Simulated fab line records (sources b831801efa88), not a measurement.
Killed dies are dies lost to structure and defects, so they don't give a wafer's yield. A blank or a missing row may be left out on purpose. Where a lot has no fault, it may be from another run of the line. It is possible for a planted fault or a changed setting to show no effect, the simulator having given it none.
The same fault as seen by 2 desks -- flow gf180mcu -- each desk holds nothing but its own numbers, with what lay behind them at the end

## THE TOOL OWNER'S DESK: pvdSputter-01
The tool's own readings at GF_M1_SPUTTER_01 (material TiN, target thk 30 nm, time 25 s): means of the sampled wafers that have a number, for each lot that ran on this tool. A lot is out of limits, marked OUT, if its mean lies more than 4 standard deviations from the usual mean; the brackets give that distance.
Columns: A = cathodeDcPowerW at GF_M1_SPUTTER_01, usual 6500.1 W; B = throttleValvePct at GF_M1_SPUTTER_01, usual 29.5 %
lot,first seen here,A,B
L693,day 20 15:29,6500.1,29.2
L696,day 21 23:08,7096.8 (+99 or more) OUT,29.6
This desk's finding: out of limits on L696; first on L696, day 21 23:08 (cathodeDcPowerW at GF_M1_SPUTTER_01). L693 stayed within limits.

## FROM THE METROLOGY DESK
What the gauges read, lot by lot, whatever tool the lot ran on: means of the sampled wafers that have a number. A lot is out of limits, marked OUT, if its mean lies more than 4 standard deviations from the usual mean; the brackets give that distance.
Columns: A = CONTACT_W_RS at GF_CONTACT_RS_MEAS_25, usual 0.384 ohm/sq; B = CONTACT_W_THK at GF_CONTACT_THK_MEAS_26, usual 302 nm
lot,first seen here,A,B
L682,day 16 10:02,0.378,304
L685,day 17 09:29,0.385,299
L693,day 20 14:54,0.387,302
L696,day 21 22:34,0.388,296
L704,day 24 04:19,0.380,308
Result from this desk: across the 5 lots, nothing is out of limits.

## TAKEN TOGETHER
An alarm could have come from the tool owner's desk at day 21 23:08, on L696.
From the metrology desk's view, nothing was out of limits.
The metrology desk holds a record of L696, inside its limits.
GF_M1_SPUTTER_01 was run on pvdSputter-01 by each of the lots named.

## WHAT HAD BEEN PUT IN BY THE SIMULATOR
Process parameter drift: pvdSputter-01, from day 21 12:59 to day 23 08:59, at GF_M1_SPUTTER_01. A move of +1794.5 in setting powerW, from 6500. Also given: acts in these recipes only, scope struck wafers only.
Shown lots that were struck: L696.
Hours from the fault's start to each desk's first reading out of limits: the tool owner's desk, 10.
